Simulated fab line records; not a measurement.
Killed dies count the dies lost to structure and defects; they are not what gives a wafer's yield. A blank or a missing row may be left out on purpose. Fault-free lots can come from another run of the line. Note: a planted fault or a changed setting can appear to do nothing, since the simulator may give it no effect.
Lot-split experiment | flow gf180mcu | on a route of 602 steps: 5 lots, 23 wafers read

## ABOUT THE SPLIT
At GF_V2_COAT_09 (resist thk 1000 nm), the setting resist thk nm was moved away from the recipe's 1000 nm on 9 of the 23 wafers read, by -5.3% to -2.7%. This setting was run at the recipe's value on the other wafers.

## FROM THE SPLIT TO THE READING: what the file shows between them, 5 steps
- GF_V2_SOFTBAKE_10: time 60 s (also split here: time s)
- GF_V2_EXPOSE_11: exposes mask Via2, target cd 260 nm
- GF_V2_PEB_12: peb time 90 s
- GF_V2_ETCH_16: etches BARC in N2/H2
- GF_V2_ETCH_17: etches SiO2 in C4F8/O2/Ar, stops on TiN, target depth 630 nm

## THE READING
oes product au, in a.u., at GF_V2_STRIP_18 (strips in O2/N2). On this fab line, fault-free wafers typically give 0.592 a.u. with a standard deviation of 0.0044 a.u.

wafer  | tool, chamber at the split | resist thk nm as run, nm | against the recipe | oes product au, a.u. | against lot-mates on the recipe
L075.1 | litho track-03, 0          | 947                      | -5.3%              | 0.566                | -0.028
L075.2 | litho track-03, 0          | 947                      | -5.3%              | 0.578                | -0.016
L075.3 | litho track-03, 0          | 1000                     | recipe             | 0.597                | -
L075.5 | litho track-03, 0          | 947                      | -5.3%              | 0.571                | -0.023
L075.6 | litho track-03, 0          | 1000                     | recipe             | 0.591                | -
L077.1 | litho track-02, 0          | 946.5                    | -5.3%              | 0.572                | -0.025
L077.2 | litho track-02, 0          | 946.5                    | -5.3%              | 0.566                | -0.031
L077.4 | litho track-02, 0          | 1000                     | recipe             | 0.599                | -
L077.5 | litho track-02, 0          | 1000                     | recipe             | 0.594                | -
L077.6 | litho track-02, 0          | 946.5                    | -5.3%              | 0.570                | -0.027
L076.1 | litho track-03, 0          | 973.4                    | -2.7%              | 0.576                | -0.019
L076.2 | litho track-03, 0          | 1000                     | recipe             | 0.596                | -
L076.3 | litho track-03, 0          | 973.4                    | -2.7%              | 0.584                | -0.011
L076.4 | litho track-03, 0          | 1000                     | recipe             | 0.595                | -
L076.5 | litho track-03, 0          | 973.4                    | -2.7%              | 0.580                | -0.015
L082.1 | litho track-03, 0          | 1000                     | recipe             | 0.586                | -
L082.2 | litho track-03, 0          | 1000                     | recipe             | 0.594                | -
L082.5 | litho track-03, 0          | 1000                     | recipe             | 0.590                | -
L084.1 | litho track-02, 0          | 1000                     | recipe             | 0.591                | -
L084.2 | litho track-02, 0          | 1000                     | recipe             | 0.586                | -
L084.3 | litho track-02, 0          | 1000                     | recipe             | 0.596                | -
L084.5 | litho track-02, 0          | 1000                     | recipe             | 0.595                | -
L084.6 | litho track-02, 0          | 1000                     | recipe             | 0.588                | -

THE FIT
A straight line over all 23 wafers: oes product au changes by +0.00421 a.u. for each +1% of resist thk nm; r = +0.93; the points scatter about the line by 0.0041 a.u.
The same after taking each lot's own level away (the mean of its wafers on the recipe; 23 wafers): +0.00472 a.u. for each +1%; r = +0.95; scatter 0.0039 a.u.
Per that fit: largest resist thk nm move, reading shift of 0.025 a.u.
The lots' own levels span 0.5900 to 0.5965 a.u., that is 1.5 times the standard deviation above.
So the slope is not independent of the lot-to-lot level: the two fits are not the same.
Check: with one of the wafers moved furthest among these (-5.3%) left out of the fit, the line predicts -0.0257 a.u. for it against its lot-mates. It came out at -0.0245 a.u. against them.

## FURTHER SPLITS ON THESE WAFERS
Before the reading, these wafers also passed through other splits. Each is held against what the fit with the lots' levels taken away leaves over:
other split on the same wafers | wafers away from the commonest value | r with oes product au (lot level and that fit taken away)
GF_M2_SPUTTER_02 power w       | 6                                    | -0.10
GF_V2_SOFTBAKE_10 time s       | 9                                    | +0.14

## THE WHOLE CHAIN: every reading that the file lists as answering this split, in the file's order
step           | what it does       | reading                                                                   | change (the file's fit)                   | r (the file's)
GF_V2_COAT_09  | resist thk 1000 nm | KrF_of_V2_COAT_09.thk nm (the simulator's own value, which no gauge read) | +10.3 nm for each +1% of the setting      | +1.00
GF_V2_STRIP_18 | strips in O2/N2    | oes product au                                                            | +0.00474 a.u. for each +1% of the setting | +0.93

## FILE'S OWN FIT
oes product au changes by +0.00474 a.u. for each +1% of resist thk nm, r = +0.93.
